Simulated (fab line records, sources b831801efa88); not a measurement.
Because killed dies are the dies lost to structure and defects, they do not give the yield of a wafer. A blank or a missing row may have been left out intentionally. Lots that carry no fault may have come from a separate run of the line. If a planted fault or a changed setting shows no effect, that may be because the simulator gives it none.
fab line records	flow sky130
[record] lots = 13	wafers = 39	last_day = 51
route steps=708 shown SPACER@306 SD_N@346 LI_CONTACT@365 PAD_OPEN@708
lots that met no fault: from a run of the same line without faults
start_h: the number of hours between the record's first day and the start of the first shown wafer of the lot	wait_h: time in hours since the lot's previous step	" as in the row above	L1.1+2: a single row standing in for several wafers	- no value, or no start was given	* or withheld: withheld	< > ~ a bound
route shown NAME@n: a module of which the file shows steps, and the number in the route of the first	usual: mean/standard deviation of fault-free wafers	same: alike in all rows	chamber/n: place in a boat	sites: each site's reading	_std_site: standard deviation of those values	_edge_site: mean of outer sites minus mean of inner sites	radius_mm: how far each site lies from the wafer's centre	mask NAME#n: copy n	behind: the most recent tool/chamber to have shaped the wafer	hold: the reason the lot was held/the length of the hold in hours/how it ended	device: the transistor (n, p or np) that didn't switch	end of line: at the end of the route, the tests of the same wafers	a step given without rows: its recipe and nothing more	killed: dies that structure and defects cost at the first sort, which is not the same as the wafer's yield	map: shows each die of a wafer: x if killed, . if not, _ if none is there
set.NAME: the setting as run; set.NAME@STEP: as run at that earlier step	model.NAME: the simulator's own value behind a step, which no gauge read
a sample of lots followed through the steps of the route, with each step as a table and each wafer as a row
services: from which hour (start_h, from the record's first day; less than 0 if before it) a tool's chamber was out of use, for how many hours, and why
[[steps]]
[step SKY_SPACER_ETCHBACK_02]
[recipe] chemistry = CH3F/O2	target = Si3N4	stop_on = SiO2	source_w = 400	bias_w = 80	pressure_mtorr = 25	ch3f_flow_sccm = 40	O2_flow_sccm = 30	time_s = 46.7	target_depth_a = 450
[usual] O2_flow_sccm = 30.00/0.09	drypump_motor_current_A = 5.6/0.47	oes_product_au = 0.856/0.0052	throttle_valve_pct = 10.561/0.0086
lot.wafer	tool	chamber	start_h	wait_h	O2_flow_sccm	drypump_motor_current_A	oes_product_au	rf_hours_counter_h	throttle_valve_pct
L969.2	rie_diel-01	3	543.33	0.0	30.01	5.3	0.860	7	10.549
L969.4	"	3	"	"	29.88	5.3	0.855	-	10.556
L969.5	"	2	"	"	30.10	4.8	0.855	-	10.543
L970.1	rie_diel-02	3	556.03	0.1	30.15	5.9	0.858	46	10.571
L970.3	"	1	"	"	29.85	5.3	0.860	10	10.581
L970.4	"	0	"	"	30.11	5.6	0.857	13	10.551
L973.1	rie_diel-02	1	582.43	0.1	30.10	5.3	0.863	10	10.573
L973.4	"	3	"	"	30.05	5.9	0.857	47	10.571
L973.6	"	1	"	"	30.01	5.3	0.862	-	10.571
L974.4	rie_diel-01	0	584.48	0.0	30.08	5.9	0.853	4	10.567
L974.5	"	0	"	"	30.03	5.9	0.855	-	10.572
L974.6	"	1	"	"	30.00	6.5	0.856	-	10.553
L976.3	rie_diel-03	2	609.03	0.0	30.01	6.1	0.849	18	10.569
L976.4	"	0	"	"	29.98	5.2	0.854	9	10.552
L976.6	"	2	"	"	29.88	6.1	0.853	-	10.576
L977.1	rie_diel-02	3	618.13	0.1	29.95	5.9	0.853	48	10.547
L977.2	"	1	"	"	29.99	5.2	0.854	11	10.561
L977.3	"	0	"	"	30.05	5.6	0.855	14	10.565
L978.2	rie_diel-03	0	625.87	0.0	29.94	5.2	0.854	10	10.555
L978.3	"	3	"	"	30.02	5.4	0.856	7	10.564
L978.4	"	1	"	"	29.99	5.8	0.854	18	10.551
L980.1	rie_diel-02	2	640.88	0.1	29.99	5.7	0.850	3	10.554
L980.2	"	1	"	"	30.12	5.3	0.865	11	10.554
L980.3	"	3	"	"	30.08	5.9	0.854	48	10.562
L982.1	rie_diel-03	3	654.77	0.1	30.07	5.4	0.857	8	10.558
L982.2	"	1	"	"	30.13	5.8	0.857	18	10.564
L982.5	"	0	"	"	30.09	5.2	0.865	-	10.558
L983.3	rie_diel-03	3	664.76	0.0	30.00	5.4	0.854	8	10.567
L983.5	"	3	"	"	30.01	5.4	0.846	-	10.552
L983.6	"	0	"	"	30.10	5.2	0.855	-	10.553
L985.2	rie_diel-03	3	685.58	0.0	30.11	5.4	0.857	8	10.560
L985.4	"	1	"	"	29.89	5.8	0.849	19	10.561
L985.5	"	0	"	"	29.98	5.2	0.853	-	10.559
L989.1	rie_diel-01	0	709.03	0.1	30.01	5.9	0.850	7	10.561
L989.2	"	2	"	"	30.00	4.8	0.857	54	10.582
L989.3	"	3	"	"	29.94	5.3	0.862	10	10.558
L992.2	rie_diel-01	1	725.43	0.0	30.09	6.6	0.858	3	10.559
L992.3	"	0	"	"	29.80	5.9	0.855	8	10.559
L992.6	"	1	"	"	30.04	6.6	0.860	-	10.553
[step SKY_SD_N_EXPOSE_04]
[recipe] mask_id = NSDM	na = 0.6	source_shape = conventional	sigma_outer = 0.6	polarization = unpolarized	target_cd_nm = 380	dose_mj = 141
[same] sigma_outer = 0.6
lot.wafer	tool	chamber	start_h	wait_h	mask
L969.2+4+5	iline_stepper-02	0	649.88	-	NSDM#0
L970.1+3+4	iline_stepper-02	0	661.57	-	NSDM#0
L973.1+4+6	iline_stepper-02	0	686.62	-	NSDM#0
L974.4+5+6	iline_stepper-01	0	688.78	-	NSDM#0
L976.3+4+6	iline_stepper-01	0	711.56	-	NSDM#0
L977.1+2+3	iline_stepper-01	0	719.65	-	NSDM#0
L978.2+3+4	iline_stepper-01	0	727.23	-	NSDM#0
L980.1+2+3	iline_stepper-01	0	742.64	-	NSDM#0
L982.1+2+5	iline_stepper-01	0	754.49	-	NSDM#0
L983.3+5+6	iline_stepper-02	0	764.81	-	NSDM#0
L985.2+4+5	iline_stepper-01	0	784.96	-	NSDM#0
L989.1+2+3	iline_stepper-02	0	808.02	-	NSDM#0
L992.2+3+6	iline_stepper-02	0	821.81	-	NSDM#0
[step SKY_SD_N_OVL_MEAS_08]
[usual] SD_N_OVL = 0.9/1.3
lot.wafer	tool	chamber	start_h	wait_h	SD_N_OVL[nm]
L969.2	overlay-02	-	664.29	0.1	0.3
L969.4	"	-	"	"	1.7
L969.5	"	-	"	"	3.6
L970.1	overlay-02	-	675.69	0.1	-0.4
L970.3	"	-	"	"	-0.4
L970.4	"	-	"	"	-0.3
L973.1	overlay-02	-	701.43	0.1	0.7
L973.4	"	-	"	"	-0.3
L973.6	"	-	"	"	0.4
L974.4	overlay-02	-	702.65	0.1	2.2
L974.5	"	-	"	"	2.4
L974.6	"	-	"	"	-0.6
L976.3	overlay-01	-	725.95	0.1	2.2
L976.4	"	-	"	"	2.0
L976.6	"	-	"	"	1.5
L977.1	overlay-02	-	733.42	0.1	2.3
L977.2	"	-	"	"	3.1
L977.3	"	-	"	"	4.1
L978.2	overlay-02	-	740.54	0.1	269.5
L978.3	"	-	"	"	271.6
L978.4	"	-	"	"	271.5
L980.1	overlay-01	-	757.19	0.1	270.3
L980.2	"	-	"	"	267.3
L980.3	"	-	"	"	269.0
L982.1	overlay-01	-	768.24	0.1	271.2
L982.2	"	-	"	"	269.1
L982.5	"	-	"	"	270.9
L983.3	overlay-02	-	778.65	0.1	0.8
L983.5	"	-	"	"	0.9
L983.6	"	-	"	"	0.9
L985.2	overlay-01	-	798.89	0.1	270.0
L985.4	"	-	"	"	272.1
L985.5	"	-	"	"	269.7
L989.1	overlay-02	-	821.44	0.1	0.8
L989.2	"	-	"	"	2.4
L989.3	"	-	"	"	0.7
L992.2	overlay-02	-	835.69	0.1	-1.9
L992.3	"	-	"	"	-0.8
L992.6	"	-	"	"	-1.0
[step SKY_LI_CONTACT_BOW_MEAS_03]
[recipe] mode = bow
[usual] LI_CONTACT_BOW = 57/7
lot.wafer	tool	chamber	start_h	wait_h	LI_CONTACT_BOW[um]
L969.2	film_metro-04	-	665.88	0.3	65
L969.4	"	-	"	"	55
L969.5	"	-	"	"	57
L970.1	film_metro-03	-	677.26	0.1	57
L970.3	"	-	"	"	52
L970.4	"	-	"	"	59
L973.1	film_metro-04	-	703.00	0.1	54
L973.4	"	-	"	"	50
L973.6	"	-	"	"	55
L974.4	film_metro-01	-	704.26	0.2	68
L974.5	"	-	"	"	61
L974.6	"	-	"	"	55
L976.3	film_metro-03	-	727.62	0.2	53
L976.4	"	-	"	"	56
L976.6	"	-	"	"	53
L977.1	film_metro-01	-	734.98	0.2	67
L977.2	"	-	"	"	58
L977.3	"	-	"	"	64
L978.2	film_metro-03	-	742.12	0.2	52
L978.3	"	-	"	"	63
L978.4	"	-	"	"	57
L980.1	film_metro-04	-	758.77	0.2	57
L980.2	"	-	"	"	52
L980.3	"	-	"	"	68
L982.1	film_metro-01	-	769.84	0.1	40
L982.2	"	-	"	"	46
L982.5	"	-	"	"	57
L983.3	film_metro-01	-	780.24	0.1	45
L983.5	"	-	"	"	55
L983.6	"	-	"	"	60
L985.2	film_metro-01	-	800.47	0.1	66
L985.4	"	-	"	"	58
L985.5	"	-	"	"	64
L989.1	film_metro-03	-	823.00	0.1	53
L989.2	"	-	"	"	60
L989.3	"	-	"	"	57
L992.2	film_metro-04	-	837.26	0.2	60
L992.3	"	-	"	"	55
L992.6	"	-	"	"	55
[step SKY_LI_CONTACT_OVL_MEAS_13]
[usual] LI_CONTACT_OVL = 4/5.8
lot.wafer	tool	chamber	start_h	wait_h	LI_CONTACT_OVL[nm]
L969.2	overlay-02	-	694.34	0.1	2
L969.4	"	-	"	"	0
L969.5	"	-	"	"	0
L970.1	overlay-01	-	704.92	0.1	-1
L970.3	"	-	"	"	9
L970.4	"	-	"	"	-2
L973.1	overlay-01	-	732.17	0.1	16
L973.4	"	-	"	"	6
L973.6	"	-	"	"	7
L974.4	overlay-02	-	733.13	0.1	-4
L974.5	"	-	"	"	-4
L974.6	"	-	"	"	1
L976.3	overlay-02	-	756.43	0.1	21
L976.4	"	-	"	"	11
L976.6	"	-	"	"	15
L977.1	overlay-02	-	762.67	0.1	12
L977.2	"	-	"	"	1
L977.3	"	-	"	"	2
L978.2	overlay-02	-	770.34	0.1	10
L978.3	"	-	"	"	11
L978.4	"	-	"	"	10
L980.1	overlay-02	-	786.39	0.1	6
L980.2	"	-	"	"	8
L980.3	"	-	"	"	5
L982.1	overlay-02	-	797.17	0.1	9
L982.2	"	-	"	"	13
L982.5	"	-	"	"	9
L983.3	overlay-02	-	807.93	0.1	8
L983.5	"	-	"	"	7
L983.6	"	-	"	"	6
L985.2	overlay-01	-	828.22	0.1	2
L985.4	"	-	"	"	0
L985.5	"	-	"	"	4
L989.1	overlay-02	-	849.94	0.1	-2
L989.2	"	-	"	"	-6
L989.3	"	-	"	"	6
L992.2	overlay-01	-	864.08	0.1	-1
L992.3	"	-	"	"	5
L992.6	"	-	"	"	-2
[step SKY_PAD_OPEN_PROBE_99]
[usual] killed_at_M0_to_M3 = 43/7.3	killed_at_M4_up = 3.4/2.1	killed_at_contacts = 24/5.9	killed_at_front_end = 14/4	killed_at_other = 0.3/0.54	killed_dies = 85/10	killed_on_rim = 17/3.7	killed_open = 46/7.7	killed_short = 38/6
[same] gross_dies = 492	killed_at_back_side = 0
lot.wafer	tool	chamber	start_h	wait_h	killed_at_M0_to_M3	killed_at_M4_up	killed_at_contacts	killed_at_front_end	killed_at_other	killed_dies	killed_on_rim	killed_open	killed_short
L969.2	prober-02	-	1100.21	0.1	42	4	27	11	0	84	14	49	35
L969.4	prober-02	-	1100.31	0.2	48	5	12	8	0	73	13	31	42
L969.5	prober-02	-	1100.36	0.2	41	3	25	14	1	84	10	45	39
L970.1	prober-02	-	1107.57	0.1	49	1	19	21	0	90	18	48	42
L970.3	prober-02	-	1107.67	0.2	41	6	19	12	0	78	14	44	34
L970.4	prober-02	-	1107.72	0.2	45	5	29	13	0	92	19	53	39
L976.3	prober-01	-	1144.42	0.2	42	2	27	12	0	83	14	50	33
L976.4	prober-01	-	1144.47	0.2	55	1	20	14	0	90	13	49	41
L976.6	prober-01	-	1144.57	0.2	36	4	15	18	0	73	12	38	35
L977.1	prober-02	-	1146.85	0.1	44	6	22	18	0	90	20	49	41
L977.2	prober-02	-	1146.90	0.1	41	4	27	13	1	86	16	46	40
L977.3	prober-02	-	1146.95	0.2	46	3	20	18	0	87	17	53	34
L978.2	prober-01	-	1152.19	0.1	44	2	30	416	0	492	96	54	40
L978.3	prober-01	-	1152.24	0.2	35	2	30	425	0	492	96	43	39
L978.4	prober-01	-	1152.29	0.2	37	1	27	427	0	492	96	39	40
L980.1	prober-01	-	1164.12	0.1	43	0	22	427	0	492	96	47	35
L980.2	prober-01	-	1164.17	0.1	43	4	17	426	2	492	96	46	37
L980.3	prober-01	-	1164.22	0.2	29	4	18	441	0	492	96	38	24
L982.1	prober-01	-	1171.59	0.1	49	5	33	404	1	492	96	55	42
L982.2	prober-01	-	1171.64	0.1	37	4	18	433	0	492	96	41	27
L982.5	prober-01	-	1171.79	0.2	42	2	21	425	2	492	96	46	33
L983.3	prober-02	-	1178.92	0.2	58	2	32	14	1	107	23	71	35
L983.5	prober-02	-	1179.02	0.2	39	6	27	15	1	88	18	51	36
L983.6	prober-02	-	1179.07	0.2	60	5	19	9	0	93	18	53	40
L985.2	prober-02	-	1192.47	0.1	40	3	24	425	0	492	96	44	40
L985.4	prober-02	-	1192.57	0.2	43	4	16	429	0	492	96	30	42
L985.5	prober-02	-	1192.62	0.2	56	4	20	412	0	492	96	46	51
L989.1	prober-02	-	1206.04	0.1	33	1	21	14	0	69	14	34	35
L989.2	prober-02	-	1206.09	0.1	48	2	26	16	0	92	19	40	50
L989.3	prober-02	-	1206.14	0.2	50	7	20	7	1	85	12	46	37
// killed by level:class
L969.2 VIA1:geometric_particle:open=11 VIA2:geometric_particle:open=8 VIA3:geometric_particle:open=8 CONTACT:geometric_particle:open=7 LI_CONTACT:geometric_particle:open=6 CONTACT:geometric_particle:short=6 METAL1:geometric_particle:short=5 LOCAL_INTERCONNECT:geometric_particle:short=4
L969.4 VIA1:geometric_particle:open=11 METAL1:geometric_particle:short=10 VIA3:geometric_particle:open=5 VIA1:geometric_particle:short=5 LI_CONTACT:geometric_particle:short=4 LI_CONTACT:geometric_particle:open=4 METAL2:geometric_particle:short=4 VIA2:geometric_particle:short=4
L969.5 CONTACT:geometric_particle:open=10 CONTACT:geometric_particle:short=7 METAL2:geometric_particle:short=7 VIA3:geometric_particle:open=6 VIA1:geometric_particle:open=5 VIA1:geometric_particle:short=5 VIA3:geometric_particle:short=5 POLY_GATE:geometric_particle:short=4
L970.1 VIA1:geometric_particle:open=13 CONTACT:geometric_particle:open=9 VIA1:geometric_particle:short=7 FIELD_ISO:geometric_particle:short=6 POLY_GATE:geometric_particle:short=6 VIA3:geometric_particle:open=6 METAL1:geometric_particle:short=5 METAL2:geometric_particle:short=5
L970.3 VIA2:geometric_particle:open=9 LI_CONTACT:geometric_particle:open=8 CONTACT:geometric_particle:open=7 VIA1:geometric_particle:short=7 FIELD_ISO:geometric_particle:short=5 VIA1:geometric_particle:open=5 VIA3:geometric_particle:short=5 VIA3:geometric_particle:open=5
L970.4 VIA1:geometric_particle:open=16 VIA3:geometric_particle:open=8 LI_CONTACT:geometric_particle:open=8 CONTACT:geometric_particle:open=7 METAL2:geometric_particle:short=7 CONTACT:geometric_particle:short=5 POLY_GATE:geometric_particle:open=4 LOCAL_INTERCONNECT:geometric_particle:short=4
L976.3 LI_CONTACT:geometric_particle:open=11 VIA1:geometric_particle:open=11 CONTACT:geometric_particle:open=7 POLY_GATE:geometric_particle:open=6 METAL1:geometric_particle:short=6 VIA2:geometric_particle:open=5 METAL2:geometric_particle:short=4 VIA2:geometric_particle:short=4
L976.4 VIA1:geometric_particle:open=14 CONTACT:geometric_particle:open=10 METAL1:geometric_particle:short=7 FIELD_ISO:geometric_particle:open=6 VIA1:geometric_particle:short=6 VIA2:geometric_particle:open=6 FIELD_ISO:geometric_particle:short=5 VIA3:geometric_particle:short=5
L976.6 VIA1:geometric_particle:open=12 VIA2:geometric_particle:open=7 POLY_GATE:geometric_particle:short=6 CONTACT:geometric_particle:open=6 CONTACT:geometric_particle:short=5 FIELD_ISO:geometric_particle:open=3 VIA1:geometric_particle:short=3 METAL2:geometric_particle:short=3
L977.1 VIA1:geometric_particle:open=10 CONTACT:geometric_particle:open=9 POLY_GATE:geometric_particle:short=6 VIA3:geometric_particle:open=6 POLY_GATE:geometric_particle:open=5 METAL2:geometric_particle:short=5 LI_CONTACT:geometric_particle:open=5 VIA2:geometric_particle:short=5
L977.2 VIA1:geometric_particle:open=10 VIA2:geometric_particle:open=9 CONTACT:geometric_particle:open=7 POLY_GATE:geometric_particle:short=5 LI_CONTACT:geometric_particle:open=5 METAL2:geometric_particle:short=5 VIA3:geometric_particle:open=5 LI_CONTACT:geometric_particle:short=4
L977.3 VIA2:geometric_particle:open=10 VIA1:geometric_particle:open=8 VIA1:geometric_particle:short=6 LI_CONTACT:geometric_particle:open=6 CONTACT:geometric_particle:open=6 LI_CONTACT:geometric_particle:short=5 METAL1:geometric_particle:short=5 VIA3:geometric_particle:open=5
L978.2 SD_N:overlay=397 CONTACT:geometric_particle:open=11 VIA1:geometric_particle:open=9 LI_CONTACT:geometric_particle:open=8 POLY_GATE:geometric_particle:open=7 VIA2:geometric_particle:open=7 METAL2:geometric_particle:short=6 LOCAL_INTERCONNECT:geometric_particle:short=5
L978.3 SD_N:overlay=409 CONTACT:geometric_particle:open=12 VIA1:geometric_particle:open=8 LI_CONTACT:geometric_particle:open=6 CONTACT:geometric_particle:short=6 METAL1:geometric_particle:short=6 FIELD_ISO:geometric_particle:short=5 VIA2:geometric_particle:open=5
L978.4 SD_N:overlay=413 VIA1:geometric_particle:open=8 LI_CONTACT:geometric_particle:open=7 LOCAL_INTERCONNECT:geometric_particle:short=7 CONTACT:geometric_particle:open=6 VIA1:geometric_particle:short=6 VIA2:geometric_particle:open=5 METAL2:geometric_particle:short=5
L980.1 SD_N:overlay=410 VIA1:geometric_particle:open=12 LI_CONTACT:geometric_particle:open=7 CONTACT:geometric_particle:open=7 VIA1:geometric_particle:short=6 POLY_GATE:geometric_particle:open=5 METAL1:geometric_particle:short=5 FIELD_ISO:geometric_particle:short=4
L980.2 SD_N:overlay=407 VIA1:geometric_particle:open=9 POLY_GATE:geometric_particle:short=7 VIA2:geometric_particle:open=7 FIELD_ISO:geometric_particle:open=6 LI_CONTACT:geometric_particle:open=6 VIA3:geometric_particle:open=6 LOCAL_INTERCONNECT:geometric_particle:short=5
L980.3 SD_N:overlay=430 CONTACT:geometric_particle:open=9 VIA2:geometric_particle:open=9 LI_CONTACT:geometric_particle:open=5 POLY_GATE:geometric_particle:open=4 VIA1:geometric_particle:short=4 VIA1:geometric_particle:open=4 VIA3:geometric_particle:open=4
L982.1 SD_N:overlay=395 CONTACT:geometric_particle:open=13 VIA1:geometric_particle:open=12 LI_CONTACT:geometric_particle:open=9 VIA2:geometric_particle:open=8 METAL2:geometric_particle:short=7 METAL1:geometric_particle:short=6 CONTACT:geometric_particle:short=5
L982.2 SD_N:overlay=424 VIA1:geometric_particle:open=11 VIA2:geometric_particle:open=9 VIA3:geometric_particle:open=6 CONTACT:geometric_particle:open=6 LI_CONTACT:geometric_particle:open=5 CONTACT:geometric_particle:short=5 METAL1:geometric_particle:short=5
L982.5 SD_N:overlay=413 VIA1:geometric_particle:open=11 VIA2:geometric_particle:open=11 CONTACT:geometric_particle:open=9 LI_CONTACT:geometric_particle:open=6 LOCAL_INTERCONNECT:geometric_particle:short=6 VIA1:geometric_particle:short=6 POLY_GATE:geometric_particle:short=5
L983.3 VIA1:geometric_particle:open=19 CONTACT:geometric_particle:open=16 VIA3:geometric_particle:open=9 LI_CONTACT:geometric_particle:open=9 VIA2:geometric_particle:open=8 METAL1:geometric_particle:short=6 METAL2:geometric_particle:short=5 CONTACT:geometric_particle:short=4
L983.5 CONTACT:geometric_particle:open=9 LI_CONTACT:geometric_particle:open=7 VIA2:geometric_particle:open=6 VIA2:geometric_particle:short=6 POLY_GATE:geometric_particle:open=5 CONTACT:geometric_particle:short=5 VIA1:geometric_particle:open=5 FIELD_ISO:geometric_particle:open=4
L983.6 VIA1:geometric_particle:open=16 CONTACT:geometric_particle:open=8 METAL1:geometric_particle:short=7 VIA2:geometric_particle:open=7 VIA3:geometric_particle:open=7 LI_CONTACT:geometric_particle:open=6 VIA1:geometric_particle:short=6 METAL2:geometric_particle:short=5
L985.2 SD_N:overlay=407 VIA2:geometric_particle:open=8 LI_CONTACT:geometric_particle:open=7 CONTACT:geometric_particle:open=7 VIA3:geometric_particle:open=7 FIELD_ISO:geometric_particle:short=6 METAL1:geometric_particle:short=6 VIA1:geometric_particle:open=6
L985.4 SD_N:overlay=419 VIA2:geometric_particle:open=8 CONTACT:geometric_particle:short=6 METAL1:geometric_particle:short=6 VIA1:geometric_particle:open=6 FIELD_ISO:geometric_particle:short=5 VIA3:geometric_particle:open=5 VIA1:geometric_particle:short=5
L985.5 SD_N:overlay=394 VIA1:geometric_particle:short=10 VIA2:geometric_particle:open=10 VIA1:geometric_particle:open=9 METAL1:geometric_particle:short=8 LOCAL_INTERCONNECT:geometric_particle:short=6 CONTACT:geometric_particle:open=6 VIA3:geometric_particle:open=6
L989.1 CONTACT:geometric_particle:open=9 LOCAL_INTERCONNECT:geometric_particle:short=5 METAL1:geometric_particle:short=5 VIA1:geometric_particle:open=5 METAL2:geometric_particle:short=4 LI_CONTACT:geometric_particle:open=4 VIA1:geometric_particle:short=4 FIELD_ISO:geometric_particle:short=3
L989.2 VIA1:geometric_particle:open=9 VIA1:geometric_particle:short=9 VIA2:geometric_particle:short=8 LI_CONTACT:geometric_particle:open=7 LI_CONTACT:geometric_particle:short=7 LOCAL_INTERCONNECT:geometric_particle:short=6 VIA2:geometric_particle:open=6 VIA3:geometric_particle:open=5
L989.3 VIA1:geometric_particle:open=12 VIA2:geometric_particle:open=9 VIA3:geometric_particle:open=8 LOCAL_INTERCONNECT:geometric_particle:short=7 METAL3:geometric_particle:short=6 CONTACT:geometric_particle:open=5 METAL4:geometric_particle:short=5 LI_CONTACT:geometric_particle:short=4
[[services]]
tool	chamber	start_h	hours	kind
iline_stepper-01	-	531.40	5.8	repair
rie_diel-01	-	551.27	1.0	repair
rie_diel-03	1	554.62	2.7	repair
iline_stepper-01	-	558.27	6.7	repair
rie_diel-01	1	586.29	14.3	repair
rie_diel-02	-	605.93	1.1	repair
iline_stepper-01	-	617.42	1.7	pm
rie_diel-01	3	628.62	23.3	repair
rie_diel-03	2	645.58	10.0	repair
rie_diel-01	2	646.05	2.6	repair
iline_stepper-02	-	646.89	2.1	pm
rie_diel-01	-	649.44	39.9	repair
rie_diel-01	2	657.35	2.8	repair
iline_stepper-01	0	660.37	-	calibration
rie_diel-01	3	668.01	6.1	repair
iline_stepper-02	-	681.00	5.2	repair
iline_stepper-02	-	687.91	1.7	pm
rie_diel-01	1	702.64	8.5	repair
rie_diel-02	-	712.37	29.7	repair
iline_stepper-02	-	712.65	5.2	repair
rie_diel-03	-	712.79	15.6	pm
rie_diel-01	2	718.60	6.1	repair
rie_diel-02	0	744.60	6.6	repair
rie_diel-02	1	799.30	3.9	repair
[[key]]
[first_sign] step = SKY_SD_N_OVL_MEAS_08	reading = SD_N_OVL	direction = up	sigmas = 99+	usual = 0.9	struck = 270.2
[effect] step = SKY_PAD_OPEN_PROBE_99	reading = killed_at_front_end	direction = up	sigmas = 99+	usual = 14	struck = 424
[more_kills_born_at] SKY_SD_N_EXPOSE_04@iline_stepper-01 = 4918
met_at SKY_SD_N_EXPOSE_04
struck_lots L978,L980,L982,L985
tester_left_out L978,L980,L982,L985
[loop_trim] step = SKY_LI_CONTACT_EXPOSE_09	setting = dose	lots = L985
not_acting_at SKY_SPACER_ETCHBACK_02,SKY_LI_CONTACT_BOW_MEAS_03,SKY_LI_CONTACT_OVL_MEAS_13
onset_between 719.65 727.23
[fault] kind = scanner_matching_overlay	tool = iline_stepper-01	chamber = -	onset_h = 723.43	steps = SKY_SD_N_EXPOSE_04	offset = 269.93
// tester_left_out: of these lots the tester's yield and bins aren't shown, on N5 and GAA mostly nor the transistor test; their killed dies are dies lost to structure and defects alone, not to doping, threshold or leakage, so they don't give the yield
// loop_trim: a control loop set the setting to another value than it would have without faults
